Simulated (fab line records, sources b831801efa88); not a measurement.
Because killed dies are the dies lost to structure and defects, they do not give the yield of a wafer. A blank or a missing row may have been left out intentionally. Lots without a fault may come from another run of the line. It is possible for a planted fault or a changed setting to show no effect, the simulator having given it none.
The tool behind it: which one? ; flow gf180mcu ; Sampling: 14 lots, 42 wafers, 5 of 602 route steps

## WHAT THE GAUGES READ, wafer by wafer
GF_STI_THK_MEAS_30.
lot;measured;on;STI_OXIDATION_02_THK (nm)
L993;day 2 05:39;film-metro-03;10.08 10.30 10.05
L995;day 2 17:59;film-metro-02;10.35 10.30 10.01
L996;day 2 21:09;film-metro-03;9.98 10.08 9.99
L997;day 3 05:46;film-metro-03;9.58 9.78 9.60
L999;day 3 13:52;film-metro-02;9.79 9.94 9.97
L100;day 3 18:06;film-metro-01;10.45 10.08 10.05
L101;day 4 00:44;film-metro-03;9.85 9.99 9.99
L102;day 4 06:26;film-metro-01;10.20 10.35 10.08
L103;day 4 11:19;film-metro-03;10.27 10.24 10.23
L104;day 4 15:39;film-metro-01;10.20 10.19 10.23
L110;day 5 21:07;film-metro-03;10.18 9.97 10.15
L111;day 6 02:16;film-metro-01;10.23 10.21 10.36
L115;day 6 23:34;film-metro-01;10.14 10.09 10.12
L116;day 7 04:02;film-metro-03;10.37 10.20 10.41

GF_VT_IMPLANT_OVL_MEAS_40.
lot;measured;on;VT_IMPLANT_03_OVL (nm)
L993;day 7 10:10;overlay-01;-0.3 -0.4 -0.2
L995;day 8 04:32;overlay-02;0.4 1.8 1.0
L996;day 8 05:09;overlay-02;1.7 0.7 2.5
L997;day 8 18:19;overlay-02;2.4 3.1 -0.3
L999;day 9 04:54;overlay-02;1.8 1.3 0.9
L100;day 9 11:32;overlay-02;0.5 2.3 1.1
L101;day 9 20:47;overlay-02;-0.7 0.9 0.8
L102;day 10 04:28;overlay-01;0.9 1.7 1.0
L103;day 10 08:14;overlay-01;2.6 2.0 1.5
L104;day 10 15:15;overlay-01;-0.7 -0.2 1.1
L110;day 12 06:11;overlay-02;-0.7 0.7 -0.7
L111;day 12 15:24;overlay-01;0.2 -2.0 0.5
L115;day 13 17:45;overlay-01;0.4 0.3 0.4
L116;day 14 00:23;overlay-02;0.3 -3.9 1.2

GF_VT_IMPLANT_TW_MEAS_43.
lot;measured;on;VT_IMPLANT_4_TW
L993;day 7 10:28;film-metro-04;691 692 692
L995;day 8 04:50;film-metro-03;679 681 685
L996;day 8 05:26;film-metro-03;680 681 680
L997;day 8 18:36;film-metro-01;688 688 688
L999;day 9 05:11;film-metro-03;688 681 678
L100;day 9 11:49;film-metro-04;685 683 682
L101;day 9 21:04;film-metro-04;681 682 682
L102;day 10 04:53;film-metro-03;681 682 680
L103;day 10 08:32;film-metro-03;680 683 680
L104;day 10 15:33;film-metro-04;693 690 687
L110;day 12 06:29;film-metro-03;670 671 671
L111;day 12 15:41;film-metro-01;672 675 673
L115;day 13 18:02;film-metro-01;682 687 684
L116;day 14 00:41;film-metro-04;686 687 686

GF_VT_IMPLANT_RS_MEAS_46: the measuring method here is four-point-probe.
lot;measured;on;MVSD_RS (ohm/sq)
L993;day 7 10:41;film-metro-04;455.9 456.8 456.7
L995;day 8 05:06;film-metro-02;456.3 457.6 457.7
L996;day 8 05:40;film-metro-01;457.4 455.9 457.2
L997;day 8 18:49;film-metro-01;455.7 454.6 455.6
L999;day 9 05:24;film-metro-01;455.8 456.9 456.9
L100;day 9 12:02;film-metro-01;455.3 455.0 456.2
L101;day 9 21:17;film-metro-04;456.5 458.7 457.7
L102;day 10 05:06;film-metro-02;456.4 456.1 455.4
L103;day 10 08:44;film-metro-01;456.0 454.4 456.3
L104;day 10 15:50;film-metro-04;455.3 457.6 455.9
L110;day 12 06:41;film-metro-02;457.4 456.7 456.4
L111;day 12 15:55;film-metro-01;455.8 455.5 456.0
L115;day 13 18:17;film-metro-02;455.3 456.7 455.4
L116;day 14 00:55;film-metro-04;455.1 456.5 456.7

## WHAT TOOL EACH LOT RAN ON (gives the tool, then ch and the chambers of the sampled wafers, and finally the start)
lot;GF_VT_IMPLANT_IMPLANT_41
L993;implanter-04 ch 0, day 7 10:13
L995;implanter-04 ch 0, day 8 04:36
L996;implanter-04 ch 0, day 8 05:13
L997;implanter-02 ch 0, day 8 18:21
L999;implanter-02 ch 0, day 9 04:56
L100;implanter-04 ch 0, day 9 11:34
L101;implanter-01 ch 0, day 9 20:49
L102;implanter-04 ch 0, day 10 04:38
L103;implanter-04 ch 0, day 10 08:17
L104;implanter-01 ch 0, day 10 15:20
L110;implanter-02 ch 0, day 12 06:14
L111;implanter-02 ch 0, day 12 15:28
L115;implanter-04 ch 0, day 13 17:49
L116;implanter-01 ch 0, day 14 00:27
- GF_VT_IMPLANT_IMPLANT_41

## AS READ BY THE TOOLS THEMSELVES (means over the sampled wafers that have a number; for cases with no such wafer, the mark the record gives instead)
GF_VT_IMPLANT_IMPLANT_41.
lot;tool;beam-on-s (s);tilt-deg (degrees)
L993;implanter-04;10.01;6.981
L995;implanter-04;10.03;6.999
L996;implanter-04;10.15;6.984
L997;implanter-02;10.07;6.992
L999;implanter-02;9.95;7.006
L100;implanter-04;10.03;6.986
L101;implanter-01;10.00;6.984
L102;implanter-04;10.06;7.007
L103;implanter-04;10.08;6.999
L104;implanter-01;9.92;6.989
L110;implanter-02;9.74;6.969
L111;implanter-02;9.93;6.992
L115;implanter-04;9.86;7.026
L116;implanter-01;10.07;7.008

## THE ANSWER, worked out from the rows above alone
Rule: the lots themselves supply what counts as usual. The widest of any qualifying gaps counts: lots, ordered by their means at a reading, are off when they make up no more than a third of the lots, leave a main group of 4 or more, and stand apart from it by 3 or more times the standard deviation of that group's means. A main group is skipped when, at the precision printed for the reading in the tables above, its means are all equal. Also off: a lot with no number at a reading for which 4 or more lots have one. The other lots that the step has rows for count as sound. The gauges are gone through in route order, then the tools' own readings, and for those a lot's mean is taken as printed above. The first step at which some lot is off is used, and at that step the reading that is off furthest; a lot without a number counts as furthest.
No lot is off on any of the readings shown, so nothing can be concluded from this.

## WHAT THE SIMULATOR HAD PUT IN
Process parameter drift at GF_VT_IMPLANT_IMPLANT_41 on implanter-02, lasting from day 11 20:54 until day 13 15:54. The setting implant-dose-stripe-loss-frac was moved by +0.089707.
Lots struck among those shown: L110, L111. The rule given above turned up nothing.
